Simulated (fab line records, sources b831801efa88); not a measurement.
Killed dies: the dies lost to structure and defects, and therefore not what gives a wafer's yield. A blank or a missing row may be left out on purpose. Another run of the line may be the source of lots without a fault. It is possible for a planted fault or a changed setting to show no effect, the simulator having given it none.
Chamber matching || flow sky130 || SKY_LI_CONTACT_CMP_02 on cmp-02 has 4 sister chambers
The step polishes PSG. 8 wafers are shown with their chamber, then 9 later ones without.

== WAFERS, EACH WITH ITS CHAMBER ==
{"wafer": "L234.1", "chamber": 2, "motor_current_A (A)": 11.8, "time_to_endpoint_s (s)": 28}
{"wafer": "L234.6", "chamber": 2, "motor_current_A (A)": 12.2, "time_to_endpoint_s (s)": 27}
{"wafer": "L246.4", "chamber": 1, "motor_current_A (A)": 13.9, "time_to_endpoint_s (s)": 32}
{"wafer": "L246.5", "chamber": 3, "motor_current_A (A)": 10.5, "time_to_endpoint_s (s)": 36}
{"wafer": "L246.6", "chamber": 0, "motor_current_A (A)": 12.0, "time_to_endpoint_s (s)": 37}
{"wafer": "L247.1", "chamber": 1, "motor_current_A (A)": 13.6, "time_to_endpoint_s (s)": 31}
{"wafer": "L247.2", "chamber": 0, "motor_current_A (A)": 12.2, "time_to_endpoint_s (s)": 39}
{"wafer": "L247.6", "chamber": 3, "motor_current_A (A)": 10.5, "time_to_endpoint_s (s)": 39}

== WAFERS WHOSE CHAMBER IS MISSING ==
{"wafer": "L248.2", "motor_current_A (A)": 13.8, "time_to_endpoint_s (s)": 30}
{"wafer": "L248.5", "motor_current_A (A)": 13.3, "time_to_endpoint_s (s)": 29}
{"wafer": "L248.6", "motor_current_A (A)": 12.1, "time_to_endpoint_s (s)": 29}
{"wafer": "L250.1", "motor_current_A (A)": 13.8, "time_to_endpoint_s (s)": 29}
{"wafer": "L250.2", "motor_current_A (A)": 10.3, "time_to_endpoint_s (s)": 30}
{"wafer": "L250.4", "motor_current_A (A)": 12.5, "time_to_endpoint_s (s)": 24}
{"wafer": "L253.1", "motor_current_A (A)": 12.2, "time_to_endpoint_s (s)": 39}
{"wafer": "L253.4", "motor_current_A (A)": 12.5, "time_to_endpoint_s (s)": 28}
{"wafer": "L253.5", "motor_current_A (A)": 11.4, "time_to_endpoint_s (s)": 36}

== THE CHAMBER EACH PASSED THROUGH ==
{"wafer": "L248.2", "from the rows above": 1, "in truth": 1}
{"wafer": "L248.5", "from the rows above": 1, "in truth": 1}
{"wafer": "L248.6", "from the rows above": 2, "in truth": 2}
{"wafer": "L250.1", "from the rows above": 1, "in truth": 1}
{"wafer": "L250.2", "from the rows above": 3, "in truth": 3}
{"wafer": "L250.4", "from the rows above": 2, "in truth": 2}
{"wafer": "L253.1", "from the rows above": 0, "in truth": 0}
{"wafer": "L253.4", "from the rows above": 2, "in truth": 2}
{"wafer": "L253.5", "from the rows above": "can't be placed: 0 or 3", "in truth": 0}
Correct placement for 8 of the 9. Not placeable from these rows: 1 (in 1, the candidates include the true chamber). Placed wrongly: 0.
How it was worked out, from the rows above alone: a wafer's distance from a chamber is the root of the sum, over the readings, of the square of ((its reading less the chamber's mean) divided by the reading's scatter). The wafer belongs to the nearest chamber; if the next one is less than 2 further off, it can't be placed. A chamber's mean is the mean of its shown wafers. The scatter: take each reading less its chamber's mean, square it, sum over the shown wafers, divide by the number of wafers less the number of chambers, and take the root.
